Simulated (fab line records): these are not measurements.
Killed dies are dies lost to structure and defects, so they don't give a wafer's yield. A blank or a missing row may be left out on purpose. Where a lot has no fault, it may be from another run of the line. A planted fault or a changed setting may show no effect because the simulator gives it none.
Which of the tools did it? / flow gf180mcu / 21 wafers from 7 lots sampled at 3 of the route's 602 steps

## WHAT EACH GAUGE READ, for each wafer
GF_CONTACT_CD_MEAS_14 targets a cd of 220 nm.
lot=L391; measured=day 17 06:42; on=cd sem-02; cd nm (nm)=221.2 222.1 221.6
lot=L393; measured=day 17 21:52; on=cd sem-01; cd nm (nm)=218.1 218.8 219.9
lot=L397; measured=day 18 19:29; on=cd sem-02; cd nm (nm)=220.8 221.2 220.9
lot=L399; measured=day 19 10:58; on=cd sem-02; cd nm (nm)=220.6 220.4 219.8
lot=L406; measured=day 22 01:54; on=cd sem-01; cd nm (nm)=218.4 218.5 218.2
lot=L408; measured=day 23 00:12; on=cd sem-01; cd nm (nm)=217.8 218.1 217.8
lot=L411; measured=day 23 19:06; on=cd sem-01; cd nm (nm)=219.1 220.7 220.7

## TOOL THAT RAN EACH LOT (tool first, then ch and the chambers of the sampled wafers, then the start)
lot=L391; GF_VT_IMPLANT_IMPLANT_30=implanter-02 ch 0, day 7 18:43; GF_PSD_RTA_13=rtp anneal-02 ch 0, day 15 08:01
lot=L393; GF_VT_IMPLANT_IMPLANT_30=implanter-02 ch 0, day 8 01:23; GF_PSD_RTA_13=rtp anneal-01 ch 0, day 15 23:04
lot=L397; GF_VT_IMPLANT_IMPLANT_30=implanter-03 ch 0, day 8 21:02; GF_PSD_RTA_13=rtp anneal-02 ch 0, day 16 19:33
lot=L399; GF_VT_IMPLANT_IMPLANT_30=implanter-04 ch 0, day 9 09:28; GF_PSD_RTA_13=rtp anneal-02 ch 0, day 17 09:00
lot=L406; GF_VT_IMPLANT_IMPLANT_30=implanter-04 ch 0, day 11 07:58; GF_PSD_RTA_13=rtp anneal-01 ch 0, day 20 00:08
lot=L408; GF_VT_IMPLANT_IMPLANT_30=implanter-04 ch 0, day 11 23:11; GF_PSD_RTA_13=rtp anneal-01 ch 0, day 20 23:57
lot=L411; GF_VT_IMPLANT_IMPLANT_30=implanter-03 ch 0, day 12 18:28; GF_PSD_RTA_13=rtp anneal-02 ch 0, day 21 20:05
- GF_VT_IMPLANT_IMPLANT_30
- GF_PSD_RTA_13: time 20 s.

## THE ANSWER, worked out from the rows above alone
Rule: what is usual is taken from the lots themselves. The widest of any qualifying gaps counts: lots, ordered by their means at a reading, are off when they make up no more than a third of the lots, leave a main group of 4 or more, and stand apart from it by 3 or more times the standard deviation of that group's means. A main group whose means are all the same, to the digits that the tables above print for the reading, isn't used. A lot without any number at a reading at which 4 lots or more have one is off too. Where the step has rows for the other lots, those lots are counted as sound.
Nothing can be told from this: no lot is off at any reading shown.

## WHAT HAD BEEN PUT IN BY THE SIMULATOR
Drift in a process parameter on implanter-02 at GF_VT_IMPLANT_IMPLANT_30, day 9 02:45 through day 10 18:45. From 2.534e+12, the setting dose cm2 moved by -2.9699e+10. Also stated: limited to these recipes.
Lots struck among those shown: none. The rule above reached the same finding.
